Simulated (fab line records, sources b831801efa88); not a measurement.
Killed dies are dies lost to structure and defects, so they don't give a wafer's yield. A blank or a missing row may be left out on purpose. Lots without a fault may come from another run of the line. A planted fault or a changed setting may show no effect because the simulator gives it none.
Tool commonality check | flow sky130 | 14 lots, 42 wafers sampled

WHY IT WAS OPENED
At SKY_LDD_HVN_TW_MEAS_10 the reading LDD_HVN_TW is flagged on 2 of 14 lots. Wafers without a fault read 1448, standard deviation 7.3.
Rule: a lot is flagged when every wafer of it that has a number lies more than 4 standard deviations from that mean, or none has a number. The other lots count as sound.

lot  | measured     | on            | LDD_HVN_TW, wafer by wafer | flag
L537 | day 20 08:16 | film_metro-03 | 1451 1458 1456             |
L542 | day 22 12:56 | film_metro-03 | 1449 1450 1444             |
L543 | day 22 14:59 | film_metro-02 | 1453 1445 1445             |
L545 | day 23 20:33 | film_metro-04 | 1438 1448 1443             |
L547 | day 23 21:42 | film_metro-04 | 1439 1441 1439             |
L546 | day 24 01:44 | film_metro-04 | 1436 1441 1437             |
L548 | day 24 02:23 | film_metro-02 | 1440 1448 1445             |
L549 | day 25 02:44 | film_metro-02 | 1451 1443 1445             |
L552 | day 25 13:07 | film_metro-04 | 1429 1437 1438             |
L553 | day 26 10:12 | film_metro-04 | 30 30 30                   | FLAGGED
L554 | day 26 12:11 | film_metro-02 | 30 30 30                   | FLAGGED
L558 | day 28 09:16 | film_metro-02 | 1458 1456 1459             |
L559 | day 28 17:15 | film_metro-03 | 1456 1445 1449             |
L560 | day 28 23:58 | film_metro-03 | 1447 1448 1453             |
The numbers of the flagged lots are 30 on average: -1418 against the usual, or -99 or more standard deviations.

WHICH TOOL RAN EACH LOT
The record holds 2 process steps before the reading, out of a route of 708 steps. In each cell: the tool, then ch and the chambers that the sampled wafers went through, then the start.
lot  | flag    | SKY_LDD_P_STRIP_10                   | SKY_LDD_HVN_STRIP_09
L537 |         | plasma_asher-02 ch 0,1, day 19 00:50 | plasma_asher-01 ch 0,1, day 20 08:10
L542 |         | plasma_asher-04 ch 0,1, day 21 05:33 | plasma_asher-02 ch 0,1, day 22 12:50
L543 |         | plasma_asher-02 ch 0, day 21 08:41   | plasma_asher-01 ch 0,1, day 22 14:53
L545 |         | plasma_asher-01 ch 0,1, day 22 14:05 | plasma_asher-02 ch 0,1, day 23 20:28
L547 |         | plasma_asher-04 ch 0, day 22 15:19   | plasma_asher-02 ch 0,1, day 23 21:35
L546 |         | plasma_asher-04 ch 0,1, day 22 19:37 | plasma_asher-03 ch 0,1, day 24 01:38
L548 |         | plasma_asher-02 ch 0,1, day 22 20:24 | plasma_asher-01 ch 0,1, day 24 02:17
L549 |         | plasma_asher-01 ch 0,1, day 23 21:01 | plasma_asher-02 ch 0,1, day 25 02:39
L552 |         | plasma_asher-01 ch 0,1, day 24 06:59 | plasma_asher-02 ch 0,1, day 25 13:01
L553 | FLAGGED | plasma_asher-04 ch 0,1, day 25 03:55 | plasma_asher-03 ch 0,1, day 26 10:07
L554 | FLAGGED | plasma_asher-02 ch 0,1, day 25 05:59 | plasma_asher-03 ch 0,1, day 26 12:05
L558 |         | plasma_asher-02 ch 0,1, day 27 04:20 | plasma_asher-03 ch 0, day 28 09:10
L559 |         | plasma_asher-04 ch 0,1, day 27 12:42 | plasma_asher-01 ch 0,1, day 28 17:08
L560 |         | plasma_asher-02 ch 0,1, day 27 18:51 | plasma_asher-01 ch 0,1, day 28 23:52
What these steps do:
- SKY_LDD_P_STRIP_10: strips in O2/N2.
- SKY_LDD_HVN_STRIP_09: strips in O2/N2.
- SKY_LDD_HVN_TW_MEAS_10

FLAGGED OVER TOTAL, TOOL BY TOOL (the gauges that took the reading come last)
step                   | tool            | lots run | flagged | share of the flagged lots | sound lots run after its first flagged lot
SKY_LDD_P_STRIP_10     | plasma_asher-01 | 3        | 0       | none                      | -
SKY_LDD_P_STRIP_10     | plasma_asher-02 | 6        | 1       | some                      | 2 (L558,L560)
SKY_LDD_P_STRIP_10     | plasma_asher-04 | 5        | 1       | some                      | 1 (L559)
SKY_LDD_HVN_STRIP_09   | plasma_asher-01 | 5        | 0       | none                      | -
SKY_LDD_HVN_STRIP_09   | plasma_asher-02 | 5        | 0       | none                      | -
SKY_LDD_HVN_STRIP_09   | plasma_asher-03 | 4        | 2       | all                       | 1 (L558)
SKY_LDD_HVN_TW_MEAS_10 | film_metro-02   | 5        | 1       | some                      | 1 (L558)
SKY_LDD_HVN_TW_MEAS_10 | film_metro-03   | 4        | 0       | none                      | -
SKY_LDD_HVN_TW_MEAS_10 | film_metro-04   | 5        | 1       | some                      | 0

WHAT THE TABLE ALLOWS
1 row of the table ran every flagged lot: plasma_asher-03 at SKY_LDD_HVN_STRIP_09.
- plasma_asher-03 at SKY_LDD_HVN_STRIP_09: 2 of its 4 lots flagged. Sound lots ran on it after the first flagged one (L558), which a lasting fault on the whole tool wouldn't allow. Its own readings lie more than 4 standard deviations out on every wafer of the flagged lots: oes_product_au, strip_time_to_endpoint_s.
No row of the table ran every flagged lot and no sound lot after the first.

WHAT THE SIMULATOR HAD PUT IN
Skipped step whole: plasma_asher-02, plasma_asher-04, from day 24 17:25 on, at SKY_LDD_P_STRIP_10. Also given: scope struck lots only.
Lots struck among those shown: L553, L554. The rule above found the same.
